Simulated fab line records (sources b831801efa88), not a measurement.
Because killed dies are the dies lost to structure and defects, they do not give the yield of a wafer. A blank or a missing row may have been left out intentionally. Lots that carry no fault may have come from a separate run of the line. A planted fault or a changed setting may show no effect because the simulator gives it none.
fab line records / flow sky130 / part 2 of 2: steps 37 to 48 of 48
record lots=5 wafers=15 last-day=50
route steps=708 shown NWELL@79 PWDE@84 VT_ADJUST_HVTP@85 VT_ADJUST_LVTN@97 VT_ADJUST_NCORE@119
lots that met no fault: from a run of the same line without faults
start-h: hours from the record's first day to the start of the lot's first wafer shown / wait-h: hours elapsed since this lot's preceding step / " repeats the value in the row above / L1.1+2: a single row standing in for several wafers / - no value, or no start given / * or withheld: withheld / < > ~ a bound
route shown NAME@n: names a module that has steps shown in the file, with the first one's number in the route / usual: average and standard deviation across the fault-free wafers / same: alike in all rows / chamber/n: place in a boat / sites: each site's reading / _std_site: how widely they spread, as a standard deviation / _edge_site: mean of outer sites minus mean of inner sites / radius-mm: for every site, how far away it sits from the centre of the wafer / mask NAME#n: copy n / behind: the last tool/chamber to shape the wafer / hold: the reason the lot was held/the length of the hold in hours/how it ended / device: which transistor (n, p or np) failed to switch / end of line: tests of these same wafers at the route's end / where a step has no rows: the recipe by itself / killed: at the first sort, the dies lost to defects and structure; wafer yield is something else / map: a wafer's dies, x killed, . not, _ none there
set.NAME: setting as actually run; set.NAME@STEP: the setting as run at that earlier step / model.NAME: the simulator's own value behind a step, which no gauge read
lots at some steps of the route; a table a step, a row a wafer
services: from which hour (start-h, from the record's first day; less than 0 if before it) a tool's chamber was out of use, for how many hours, and why
## steps
# step SKY_VT_ADJUST_LVTN_IMPLANT_19
# recipe species=B energy-kev=30 dose-cm2=6.5e+11 tilt-deg=withheld
lot.wafer=L076.1+2+5 tool=implanter-04 chamber=0 start-h=171.44 wait-h=0.0
lot.wafer=L077.1+2+6 tool=implanter-01 chamber=0 start-h=177.04 wait-h=0.0
lot.wafer=L082.2+4+5 tool=implanter-03 chamber=0 start-h=212.83 wait-h=0.0
lot.wafer=L095.1+2+5 tool=implanter-01 chamber=0 start-h=307.51 wait-h=0.0
lot.wafer=L097.1+5+6 tool=implanter-01 chamber=0 start-h=319.24 wait-h=0.0
# step SKY_VT_ADJUST_LVTN_STRIP_20
# recipe chemistry=O2/N2 power-w=1400 pressure-mtorr=1500 platen-temp-c=withheld o2-flow-sccm=3000 n2-flow-sccm=300 overash-fraction=0.5
# usual drypump-motor-current-A=5.7/0.32 oes-product-au=0.715/0.0046 strip-time-to-endpoint-s=14.16/0.036
# same overash-fraction=0.5
lot.wafer=L076.1 tool=plasma-asher-04 chamber=1 start-h=171.59 wait-h=0.1 drypump-motor-current-A=6.0 oes-product-au=0.713 rf-hours-counter-h=51 strip-time-to-endpoint-s=14.20
lot.wafer=L076.2 tool=plasma-asher-04 chamber=0 start-h=171.59 wait-h=0.1 drypump-motor-current-A=5.7 oes-product-au=0.710 rf-hours-counter-h=51 strip-time-to-endpoint-s=14.24
lot.wafer=L076.5 tool=plasma-asher-04 chamber=1 start-h=171.59 wait-h=0.1 drypump-motor-current-A=6.0 oes-product-au=0.717 rf-hours-counter-h=- strip-time-to-endpoint-s=14.15
lot.wafer=L077.1 tool=plasma-asher-01 chamber=0 start-h=177.19 wait-h=0.1 drypump-motor-current-A=5.3 oes-product-au=0.712 rf-hours-counter-h=52 strip-time-to-endpoint-s=14.10
lot.wafer=L077.2 tool=plasma-asher-01 chamber=1 start-h=177.19 wait-h=0.1 drypump-motor-current-A=5.5 oes-product-au=0.724 rf-hours-counter-h=52 strip-time-to-endpoint-s=14.15
lot.wafer=L077.6 tool=plasma-asher-01 chamber=0 start-h=177.19 wait-h=0.1 drypump-motor-current-A=5.3 oes-product-au=0.717 rf-hours-counter-h=- strip-time-to-endpoint-s=14.10
lot.wafer=L082.2 tool=plasma-asher-01 chamber=1 start-h=212.96 wait-h=0.1 drypump-motor-current-A=5.5 oes-product-au=0.715 rf-hours-counter-h=55 strip-time-to-endpoint-s=14.16
lot.wafer=L082.4 tool=plasma-asher-01 chamber=1 start-h=212.96 wait-h=0.1 drypump-motor-current-A=5.5 oes-product-au=0.714 rf-hours-counter-h=- strip-time-to-endpoint-s=14.14
lot.wafer=L082.5 tool=plasma-asher-01 chamber=0 start-h=212.96 wait-h=0.1 drypump-motor-current-A=5.3 oes-product-au=0.716 rf-hours-counter-h=- strip-time-to-endpoint-s=14.18
lot.wafer=L095.1 tool=plasma-asher-04 chamber=1 start-h=307.66 wait-h=0.1 drypump-motor-current-A=6.0 oes-product-au=0.715 rf-hours-counter-h=63 strip-time-to-endpoint-s=14.12
lot.wafer=L095.2 tool=plasma-asher-04 chamber=0 start-h=307.66 wait-h=0.1 drypump-motor-current-A=5.7 oes-product-au=0.715 rf-hours-counter-h=63 strip-time-to-endpoint-s=14.13
lot.wafer=L095.5 tool=plasma-asher-04 chamber=0 start-h=307.66 wait-h=0.1 drypump-motor-current-A=5.8 oes-product-au=0.714 rf-hours-counter-h=- strip-time-to-endpoint-s=14.12
lot.wafer=L097.1 tool=plasma-asher-01 chamber=0 start-h=319.39 wait-h=0.1 drypump-motor-current-A=5.3 oes-product-au=0.718 rf-hours-counter-h=66 strip-time-to-endpoint-s=14.19
lot.wafer=L097.5 tool=plasma-asher-01 chamber=0 start-h=319.39 wait-h=0.1 drypump-motor-current-A=5.3 oes-product-au=0.720 rf-hours-counter-h=- strip-time-to-endpoint-s=14.14
lot.wafer=L097.6 tool=plasma-asher-01 chamber=1 start-h=319.39 wait-h=0.1 drypump-motor-current-A=5.5 oes-product-au=0.714 rf-hours-counter-h=- strip-time-to-endpoint-s=14.17
# step SKY_VT_ADJUST_LVTN_TW_MEAS_21
# usual VT_ADJUST_LVTN_2_TW=189.5/1.9
lot.wafer=L076.1 tool=film-metro-02 chamber=- start-h=171.69 wait-h=0.1 VT_ADJUST_LVTN_2_TW=189.8
lot.wafer=L076.2 tool=film-metro-02 chamber=- start-h=171.69 wait-h=0.1 VT_ADJUST_LVTN_2_TW=189.4
lot.wafer=L076.5 tool=film-metro-02 chamber=- start-h=171.69 wait-h=0.1 VT_ADJUST_LVTN_2_TW=188.6
lot.wafer=L077.1 tool=film-metro-03 chamber=- start-h=177.29 wait-h=0.1 VT_ADJUST_LVTN_2_TW=192.3
lot.wafer=L077.2 tool=film-metro-03 chamber=- start-h=177.29 wait-h=0.1 VT_ADJUST_LVTN_2_TW=192.2
lot.wafer=L077.6 tool=film-metro-03 chamber=- start-h=177.29 wait-h=0.1 VT_ADJUST_LVTN_2_TW=192.0
lot.wafer=L082.2 tool=film-metro-02 chamber=- start-h=213.07 wait-h=0.1 VT_ADJUST_LVTN_2_TW=190.7
lot.wafer=L082.4 tool=film-metro-02 chamber=- start-h=213.07 wait-h=0.1 VT_ADJUST_LVTN_2_TW=190.1
lot.wafer=L082.5 tool=film-metro-02 chamber=- start-h=213.07 wait-h=0.1 VT_ADJUST_LVTN_2_TW=191.2
lot.wafer=L095.1 tool=film-metro-02 chamber=- start-h=307.76 wait-h=0.1 VT_ADJUST_LVTN_2_TW=189.4
lot.wafer=L095.2 tool=film-metro-02 chamber=- start-h=307.76 wait-h=0.1 VT_ADJUST_LVTN_2_TW=190.8
lot.wafer=L095.5 tool=film-metro-02 chamber=- start-h=307.76 wait-h=0.1 VT_ADJUST_LVTN_2_TW=190.1
lot.wafer=L097.1 tool=film-metro-01 chamber=- start-h=319.49 wait-h=0.1 VT_ADJUST_LVTN_2_TW=188.7
lot.wafer=L097.5 tool=film-metro-01 chamber=- start-h=319.49 wait-h=0.1 VT_ADJUST_LVTN_2_TW=188.7
lot.wafer=L097.6 tool=film-metro-01 chamber=- start-h=319.49 wait-h=0.1 VT_ADJUST_LVTN_2_TW=187.7
# step SKY_VT_ADJUST_NCORE_DEHYDRATE_00
# recipe temp-c=200 time-s=60
# same time-s=60
lot.wafer=L076.1+2+5 tool=litho-track-04 chamber=0 start-h=181.65 wait-h=10.0
lot.wafer=L077.1+2+6 tool=litho-track-04 chamber=0 start-h=187.30 wait-h=10.0
lot.wafer=L082.2+4+5 tool=litho-track-01 chamber=0 start-h=223.58 wait-h=10.5
lot.wafer=L095.1+2+5 tool=litho-track-01 chamber=0 start-h=320.30 wait-h=12.5
lot.wafer=L097.1+5+6 tool=litho-track-04 chamber=0 start-h=332.25 wait-h=12.8
# step SKY_VT_ADJUST_NCORE_HMDS_01
# recipe prime-time-s=60 prime-temp-c=120
lot.wafer=L076.1+2+5 tool=litho-track-04 chamber=0 start-h=181.80 wait-h=0.1
lot.wafer=L077.1+2+6 tool=litho-track-04 chamber=0 start-h=187.45 wait-h=0.1
lot.wafer=L082.2+4+5 tool=litho-track-01 chamber=0 start-h=223.73 wait-h=0.1
lot.wafer=L095.1+2+5 tool=litho-track-01 chamber=0 start-h=320.45 wait-h=0.1
lot.wafer=L097.1+5+6 tool=litho-track-04 chamber=0 start-h=332.40 wait-h=0.1
# step SKY_VT_ADJUST_NCORE_COAT_02
# recipe resist=NOVOLAK spin-rpm=3000 resist-thk-nm=1140
lot.wafer=L076.1+2+5 tool=litho-track-04 chamber=0 start-h=181.95 wait-h=0.1
lot.wafer=L077.1+2+6 tool=litho-track-04 chamber=0 start-h=187.60 wait-h=0.1
lot.wafer=L082.2+4+5 tool=litho-track-01 chamber=0 start-h=223.88 wait-h=0.1
lot.wafer=L095.1+2+5 tool=litho-track-01 chamber=0 start-h=320.60 wait-h=0.1
lot.wafer=L097.1+5+6 tool=litho-track-04 chamber=0 start-h=332.55 wait-h=0.1
# step SKY_VT_ADJUST_NCORE_SOFTBAKE_03
# recipe temp-c=90 time-s=60 resist=NOVOLAK
# same time-s=60
lot.wafer=L076.1+2+5 tool=litho-track-04 chamber=0 start-h=182.10 wait-h=0.1
lot.wafer=L077.1+2+6 tool=litho-track-04 chamber=0 start-h=187.75 wait-h=0.1
lot.wafer=L082.2+4+5 tool=litho-track-01 chamber=0 start-h=224.03 wait-h=0.1
lot.wafer=L095.1+2+5 tool=litho-track-01 chamber=0 start-h=320.75 wait-h=0.1
lot.wafer=L097.1+5+6 tool=litho-track-04 chamber=0 start-h=332.70 wait-h=0.1
# step SKY_VT_ADJUST_NCORE_EXPOSE_04
# recipe mask-id=LVTN_COMPLEMENT_THIN na=0.6 source-shape=conventional sigma-outer=0.6 polarization=unpolarized target-cd-nm=380 dose-mj=139
lot.wafer=L076.1+2+5 tool=iline-stepper-02 chamber=0 start-h=- wait-h=- mask=LVTN_COMPLEMENT_THIN#0
lot.wafer=L077.1+2+6 tool=iline-stepper-02 chamber=0 start-h=- wait-h=- mask=LVTN_COMPLEMENT_THIN#0
lot.wafer=L082.2+4+5 tool=iline-stepper-01 chamber=0 start-h=- wait-h=- mask=LVTN_COMPLEMENT_THIN#0
lot.wafer=L095.1+2+5 tool=iline-stepper-01 chamber=0 start-h=- wait-h=- mask=LVTN_COMPLEMENT_THIN#0
lot.wafer=L097.1+5+6 tool=iline-stepper-01 chamber=0 start-h=- wait-h=- mask=LVTN_COMPLEMENT_THIN#0
# step SKY_VT_ADJUST_NCORE_PEB_05
# recipe temp-c=withheld time-s=* resist=NOVOLAK
# same time-s=*
lot.wafer=L076.1+2+5 tool=litho-track-01 chamber=0 start-h=- wait-h=-
lot.wafer=L077.1+2+6 tool=litho-track-03 chamber=0 start-h=- wait-h=-
lot.wafer=L082.2+4+5 tool=litho-track-01 chamber=0 start-h=- wait-h=-
lot.wafer=L095.1+2+5 tool=litho-track-01 chamber=0 start-h=- wait-h=-
lot.wafer=L097.1+5+6 tool=litho-track-01 chamber=0 start-h=- wait-h=-
# step SKY_VT_ADJUST_NCORE_DEVELOP_06
# recipe resist=NOVOLAK developer=TMAH develop-time-s=60 dev-temp-c=23
# same develop-time-s=60
lot.wafer=L076.1+2+5 tool=litho-track-01 chamber=0 start-h=192.50 wait-h=0.1
lot.wafer=L077.1+2+6 tool=litho-track-03 chamber=0 start-h=197.91 wait-h=0.1
lot.wafer=L082.2+4+5 tool=litho-track-01 chamber=0 start-h=235.73 wait-h=0.1
lot.wafer=L095.1+2+5 tool=litho-track-01 chamber=0 start-h=334.20 wait-h=0.1
lot.wafer=L097.1+5+6 tool=litho-track-01 chamber=0 start-h=344.85 wait-h=0.1
# step SKY_VT_ADJUST_NCORE_CD_MEAS_07
# recipe target-cd-nm=380
# usual cd-nm=379.8/3
lot.wafer=L076.1 tool=cd-sem-01 chamber=- start-h=192.65 wait-h=0.1 cd-nm=381.3
lot.wafer=L076.2 tool=cd-sem-01 chamber=- start-h=192.65 wait-h=0.1 cd-nm=384.5
lot.wafer=L076.5 tool=cd-sem-01 chamber=- start-h=192.65 wait-h=0.1 cd-nm=385.2
lot.wafer=L077.1 tool=cd-sem-01 chamber=- start-h=198.06 wait-h=0.1 cd-nm=374.6
lot.wafer=L077.2 tool=cd-sem-01 chamber=- start-h=198.06 wait-h=0.1 cd-nm=374.4
lot.wafer=L077.6 tool=cd-sem-01 chamber=- start-h=198.06 wait-h=0.1 cd-nm=377.2
lot.wafer=L082.2 tool=cd-sem-02 chamber=- start-h=235.87 wait-h=0.1 cd-nm=378.0
lot.wafer=L082.4 tool=cd-sem-02 chamber=- start-h=235.87 wait-h=0.1 cd-nm=377.4
lot.wafer=L082.5 tool=cd-sem-02 chamber=- start-h=235.87 wait-h=0.1 cd-nm=376.4
lot.wafer=L095.1 tool=cd-sem-02 chamber=- start-h=334.35 wait-h=0.1 cd-nm=378.6
lot.wafer=L095.2 tool=cd-sem-02 chamber=- start-h=334.35 wait-h=0.1 cd-nm=377.9
lot.wafer=L095.5 tool=cd-sem-02 chamber=- start-h=334.35 wait-h=0.1 cd-nm=378.8
lot.wafer=L097.1 tool=cd-sem-02 chamber=- start-h=345.00 wait-h=0.1 cd-nm=380.2
lot.wafer=L097.5 tool=cd-sem-02 chamber=- start-h=345.00 wait-h=0.1 cd-nm=377.3
lot.wafer=L097.6 tool=cd-sem-02 chamber=- start-h=345.00 wait-h=0.1 cd-nm=382.0
# step SKY_VT_ADJUST_NCORE_OVL_MEAS_08
# usual VT_ADJUST_NCORE_OVL=0.3/1.5
lot.wafer=L076.1 tool=overlay-02 chamber=- start-h=192.77 wait-h=0.1 VT_ADJUST_NCORE_OVL[nm]=-1.3
lot.wafer=L076.2 tool=overlay-02 chamber=- start-h=192.77 wait-h=0.1 VT_ADJUST_NCORE_OVL[nm]=1.1
lot.wafer=L076.5 tool=overlay-02 chamber=- start-h=192.77 wait-h=0.1 VT_ADJUST_NCORE_OVL[nm]=-1.1
lot.wafer=L077.1 tool=overlay-02 chamber=- start-h=198.18 wait-h=0.1 VT_ADJUST_NCORE_OVL[nm]=2.0
lot.wafer=L077.2 tool=overlay-02 chamber=- start-h=198.18 wait-h=0.1 VT_ADJUST_NCORE_OVL[nm]=-1.1
lot.wafer=L077.6 tool=overlay-02 chamber=- start-h=198.18 wait-h=0.1 VT_ADJUST_NCORE_OVL[nm]=-0.7
lot.wafer=L082.2 tool=overlay-01 chamber=- start-h=235.98 wait-h=0.1 VT_ADJUST_NCORE_OVL[nm]=-0.4
lot.wafer=L082.4 tool=overlay-01 chamber=- start-h=235.98 wait-h=0.1 VT_ADJUST_NCORE_OVL[nm]=0.9
lot.wafer=L082.5 tool=overlay-01 chamber=- start-h=235.98 wait-h=0.1 VT_ADJUST_NCORE_OVL[nm]=0.4
lot.wafer=L095.1 tool=overlay-01 chamber=- start-h=334.47 wait-h=0.1 VT_ADJUST_NCORE_OVL[nm]=1.0
lot.wafer=L095.2 tool=overlay-01 chamber=- start-h=334.47 wait-h=0.1 VT_ADJUST_NCORE_OVL[nm]=-0.9
lot.wafer=L095.5 tool=overlay-01 chamber=- start-h=334.47 wait-h=0.1 VT_ADJUST_NCORE_OVL[nm]=1.2
lot.wafer=L097.1 tool=overlay-01 chamber=- start-h=345.12 wait-h=0.1 VT_ADJUST_NCORE_OVL[nm]=-1.2
lot.wafer=L097.5 tool=overlay-01 chamber=- start-h=345.12 wait-h=0.1 VT_ADJUST_NCORE_OVL[nm]=0.6
lot.wafer=L097.6 tool=overlay-01 chamber=- start-h=345.12 wait-h=0.1 VT_ADJUST_NCORE_OVL[nm]=1.2
## services
tool=plasma-asher-02 chamber=- start-h=108.75 hours=9.0 kind=pm
tool=plasma-asher-04 chamber=- start-h=110.75 hours=2.8 kind=pm
tool=plasma-asher-04 chamber=- start-h=120.80 hours=1.0 kind=repair
tool=plasma-asher-03 chamber=- start-h=129.68 hours=1.4 kind=repair
tool=wet-bench-03 chamber=- start-h=142.96 hours=0.5 kind=repair
tool=plasma-asher-03 chamber=- start-h=149.88 hours=24.6 kind=repair
tool=plasma-asher-04 chamber=- start-h=149.92 hours=4.0 kind=repair
tool=iline-stepper-01 chamber=- start-h=150.04 hours=5.7 kind=repair
tool=plasma-asher-04 chamber=- start-h=153.51 hours=0.8 kind=repair
tool=iline-stepper-01 chamber=- start-h=162.54 hours=1.7 kind=pm
tool=plasma-asher-01 chamber=- start-h=181.49 hours=2.8 kind=pm
tool=wet-bench-03 chamber=- start-h=181.55 hours=3.2 kind=repair
tool=implanter-01 chamber=- start-h=204.65 hours=0.6 kind=repair
tool=plasma-asher-01 chamber=- start-h=205.48 hours=0.9 kind=repair
tool=rtp-anneal-02 chamber=- start-h=226.70 hours=3.1 kind=pm
tool=plasma-asher-04 chamber=- start-h=226.88 hours=14.6 kind=pm
tool=iline-stepper-02 chamber=- start-h=229.03 hours=1.7 kind=pm
tool=implanter-03 chamber=- start-h=235.80 hours=1.3 kind=repair
tool=implanter-04 chamber=- start-h=258.52 hours=1.2 kind=repair
tool=implanter-01 chamber=- start-h=278.42 hours=0.7 kind=repair
tool=implanter-01 chamber=- start-h=288.25 hours=2.9 kind=repair
tool=implanter-04 chamber=- start-h=298.02 hours=4.0 kind=pm
tool=plasma-asher-02 chamber=- start-h=328.95 hours=5.1 kind=repair
tool=rtp-anneal-01 chamber=- start-h=338.29 hours=1.2 kind=pm
